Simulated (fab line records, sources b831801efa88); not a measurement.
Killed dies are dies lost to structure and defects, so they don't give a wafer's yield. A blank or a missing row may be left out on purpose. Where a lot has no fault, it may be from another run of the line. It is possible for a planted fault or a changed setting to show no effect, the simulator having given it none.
A lot that was struck, set against a sound lot | flow sky130 | 34 out of 708 route steps
Sound: these wafers, L508.1, L508.4, L508.6. Struck: wafer L517.5. (L517.3, L517.4 of the same lot were not struck and are left out.) The cause comes at the end.
Order at every step that has rows: each side's tool, ch and its chambers, its first start. Under that, the readings that differ: sound wafers | struck wafers | difference of the means | sigmas: that difference in standard deviations of wafers without a fault.
alike: same words and numbers on both sides, and readings whose means sit less than 2 such deviations apart. not compared: any withheld reading, any reading some wafer has no value for, any bound like >300 that may hide the same value, and any number with overlapping values for which the record gives no deviation.
The two part at a step that has a row with sigmas, a row that says differs or no value, or rows on one side only. When numbers do not overlap yet have no deviation, they are printed without sigmas and do not part them. A reading missing from all wafers of one side parts the sides only when that side holds two or more wafers.

first, 9 steps without rows for these wafers: SKY_VIA1_ETCH_14 (etches BARC in N2/H2, stops on SiO2, time 45.9 s, target depth 60 nm); SKY_VIA1_ETCH_15 (etches SiO2 in C4F8/O2/Ar, stops on TiN, target depth 351 nm, time 54 s); SKY_VIA1_STRIP_16 (strips in O2/N2); SKY_VIA1_STRIP_17 (strips in post etch residue remover, time 1200 s); SKY_VIA1_CLEAN_18 (cleans in IPA, time 180 s); SKY_VIA1_CLEAN_19 (cleans in O3/DIW); SKY_VIA1_SPUTTER_20 (material TiN, target thk 20 nm, time 80 s); SKY_VIA1_CVD_21 (deposits W, target thk 270 nm, time 80.902 s); SKY_VIA1_CMP_24 (polishes, stops on SiO2, t overpolish 15 s, target thk 0 nm).
SKY_METAL2_SPUTTER_00: material Ti, target thk 15 nm, time 10 s.
  sound: pvd_sputter-02 at day 36 19:44; struck: pvd_sputter-02 at day 39 15:44
  alike: chamber_pressure_pa, throttle_valve_pct
then, 23 steps without rows for these wafers: SKY_METAL2_SPUTTER_01 (material TiN, target thk 20 nm, time 16.7 s); SKY_METAL2_SPUTTER_02 (material AlCu, target thk 250 nm, time 13.3 s); SKY_METAL2_SPUTTER_03 (material Ti, target thk 5 nm, time 3.3 s); SKY_METAL2_SPUTTER_04 (material TiN, target thk 70 nm, time 58.3 s); SKY_METAL2_DEHYDRATE_07 (time 60 s); SKY_METAL2_HMDS_08 (prime time 60 s); SKY_METAL2_COAT_09 (resist thk 60 nm); SKY_METAL2_COAT_10 (resist thk 450 nm); SKY_METAL2_SOFTBAKE_11 (time 90 s); SKY_METAL2_EXPOSE_12 (exposes mask MM2, target cd 140 nm); SKY_METAL2_PEB_13; SKY_METAL2_DEVELOP_14 (develop time 60 s); SKY_METAL2_DESCUM_17 (chemistry O2, time 8 s); SKY_METAL2_ETCH_18 (etches BARC in N2/H2, stops on SiO2, time 45.9 s, target depth 60 nm); SKY_METAL2_METAL_ETCH_19 (etches the open film in Cl2/BCl3, stops on SiO2, target depth 360 nm, time 78 s); SKY_METAL2_STRIP_20 (strips in O2/N2); SKY_METAL2_STRIP_21 (strips in post etch residue remover, time 1200 s); SKY_METAL2_CLEAN_22 (cleans in IPA, time 180 s); SKY_METAL2_CLEAN_23 (cleans in O3/DIW); SKY_VIA2_HDPCVD_00 (deposits SiO2, target thk 1180 nm, time 196.7 s); SKY_VIA2_CMP_02 (polishes SiO2); SKY_VIA2_DEHYDRATE_04 (time 60 s); SKY_VIA2_HMDS_05 (prime time 60 s).
-- the record jumps here: 11 days lie between the struck wafers' starts before and after (it left off in module VIA2 and takes up again in module PAD_OPEN, whose first step shown is number 708 of the route) --
SKY_PAD_OPEN_PROBE_99:
  sound: prober-01 at day 48 03:26; struck: prober-02 at day 50 05:58
  reading                               | sound             | struck | difference | sigmas
  defect_limited_yield (%)              | 83.9 82.7 79.9    | 75.8   | -6.4       | -3
  killed_at_M0_to_M3                    | 37 44 56          | 85     | +39        | +6
  killed_dies                           | 79 85 99          | 119    | +31        | +3
  sort_bin_3_pad_short (%)              | 1.0 1.4 0.8       | 3.0    | +1.9       | +4
  sort_n_pass                           | 413 407 393       | 373    | -31        | -3
  sort_yield_pct (%)                    | 83.9 82.7 79.9    | 75.8   | -6.4       | -3
  model.etest.tester.sort_n_pass        | 413 407 393       | 373    | -31        |
  model.etest.tester.sort_yield_pct (%) | 83.94 82.72 79.88 | 75.81  | -6.37      |
  model.etest.tester.sort_bin_5_pct (%) | 9.35 10.98 11.38  | 13.41  | +2.84      |
  model.etest.tester.sort_bin_3_pct (%) | 1.016 1.423 0.813 | 3.049  | +1.965     |
  alike: killed_at_M4_up, killed_at_contacts, killed_at_front_end, killed_open, killed_short, sort_bin_5_function, sort_bin_6_memory

## WHERE THEY PART
At SKY_PAD_OPEN_PROBE_99 and nowhere else, as far as this record goes.

WHY: what the simulator had put in
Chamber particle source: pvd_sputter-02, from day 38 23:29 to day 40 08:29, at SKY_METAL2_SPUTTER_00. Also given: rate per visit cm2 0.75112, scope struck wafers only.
